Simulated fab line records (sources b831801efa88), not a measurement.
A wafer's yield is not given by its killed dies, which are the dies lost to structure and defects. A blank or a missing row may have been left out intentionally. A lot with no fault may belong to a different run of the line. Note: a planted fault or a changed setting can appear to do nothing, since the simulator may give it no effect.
A struck lot beside a sound one    flow sky130    21 steps out of a route of 708
Sound: the wafers L952.1, L952.3, L952.4. Wafers L951.2, L951.4, L951.5 were the ones struck. At the end, the cause is stated.
Each step with rows lists, per side, the tool, then ch with its chambers, then its first start. Under that, the readings that differ: sound wafers    struck wafers    difference of the means    sigmas: that difference in standard deviations of wafers without a fault.
alike: readings with means less than 2 such deviations apart, plus words and numbers identical on both sides. not compared: withheld readings, readings lacking a value on some wafer, bounds such as >300 that could conceal the same value, and numbers that have no deviation in the record and whose values overlap.
Wherever a step has rows on one side only, a row that says differs or no value, or a row with sigmas, the two part there. Non-overlapping numbers with no deviation appear without sigmas and do not part them. A reading missing from all wafers of one side parts the sides only when that side holds two or more wafers.

first, 1 step without rows for these wafers: SKY_FIELD_ISO_CVD_24 (deposits SiO2, target thk 595 nm, time 99.2 s).
SKY_FIELD_ISO_THK_MEAS_25:
  sound on film metro-03, day 4 23:04; struck on film metro-04, day 4 17:26
  alike: FIELD_ISO_CVD_24_THK
then, 1 step without rows for these wafers: SKY_FIELD_ISO_ANNEAL_26 (time 1800 s).
SKY_FIELD_ISO_CMP_27: polishes, stops on Si3N4, t overpolish 16 s, target thk 457.8 nm.
  sound on cmp-02 ch 0,1,2, day 5 01:56; struck on cmp-02 ch 0,2,3, day 4 19:02
  alike: motor current A, overpolish run s, time to endpoint s
then, 5 steps without rows for these wafers: SKY_FIELD_ISO_WET_ETCH_28 (etches SiO2 in dHF, target depth 23.7 nm, time 47 s); SKY_FIELD_ISO_WET_ETCH_29 (etches Si3N4 in H3PO4, target depth 160 nm, time 1825 s); SKY_FIELD_ISO_WET_ETCH_30 (etches SiO2 in dHF, target depth 25 nm, time 50 s); SKY_NWELL_CLEAN_00 (cleans in SC1/SC2, time 150 s); SKY_NWELL_OXIDATION_01 (stabilise 600 s, purge 300 s, target thk 10 nm).
SKY_NWELL_THK_MEAS_02:
  sound on film metro-03, day 5 04:18; struck on film metro-03, day 4 22:17
  alike: NWELL_OXIDATION_THK
then, 2 steps without rows for these wafers: SKY_DNWELL_DEHYDRATE_00 (time 60 s); SKY_DNWELL_HMDS_01 (prime time 60 s).
SKY_DNWELL_COAT_02: resist thk 3000 nm.
  sound on litho track-03 ch 0, day 5 12:25; struck on litho track-01 ch 0, day 5 06:24
reading                                   sound                 struck                difference  sigmas
spin speed rpm (rpm)                      1999.0 2000.5 1999.9  2378.6 2379.3 2380.2  +379.6      +99 or more
model.coat_of_DNWELL_COAT_02.thk nm (nm)  2992 2990 2995        2751 2754 2747        -242        
then, 3 steps without rows for these wafers: SKY_DNWELL_SOFTBAKE_03; SKY_DNWELL_EXPOSE_04 (exposes mask DNM, target cd 3000 nm); SKY_DNWELL_PEB_05.
SKY_DNWELL_DEVELOP_06: develop time 60 s.
  sound: litho track-03 ch 0; struck: litho track-01 ch 0
reading                                   sound           struck          difference  sigmas
model.coat_of_DNWELL_COAT_02.thk nm (nm)  2988 2985 2991  2747 2749 2742  -242        
next, for these wafers, 1 step has no rows: SKY_DNWELL_IMPLANT_07.
SKY_DNWELL_STRIP_08: strips in O2/N2.
  sound on plasma asher-03 ch 0,1, day 5 23:04; struck on plasma asher-03 ch 0,1, day 5 16:04
reading                       sound              struck             difference  sigmas
strip time to endpoint s (s)  36.83 36.81 36.84  34.08 34.12 34.02  -2.75       -28
  alike: drypump motor current A, oes product au
  not compared: rf hours counter h
SKY_DNWELL_TW_MEAS_09:
  sound on film metro-02, day 5 23:10; struck on film metro-01, day 5 16:11
  alike: DNWELL_TW
-- the record jumps here: 43 days lie between the struck wafers' starts before and after (it left off in module DNWELL and takes up again in module PAD_OPEN, whose first step shown is number 708 of the route) --
SKY_PAD_OPEN_PROBE_99:
  sound on prober-01, day 48 23:59; struck on prober-02, day 48 18:32
  alike: killed_at_M0_to_M3, killed_at_M4_up, killed at contacts, killed at front end, killed at other, killed dies, killed open, killed short
  not compared: model.etest.res deep nwell.width nm

== WHERE THEY PART ==
Last at SKY_DNWELL_STRIP_08 as far as this record goes, first at SKY_DNWELL_COAT_02. Later steps at which nothing parts them and some readings are alike: SKY_DNWELL_TW_MEAS_09, SKY_PAD_OPEN_PROBE_99.

WHY: the cause the simulator had injected
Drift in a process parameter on litho track-01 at SKY_DNWELL_COAT_02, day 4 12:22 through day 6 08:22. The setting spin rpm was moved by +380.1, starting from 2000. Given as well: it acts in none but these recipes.
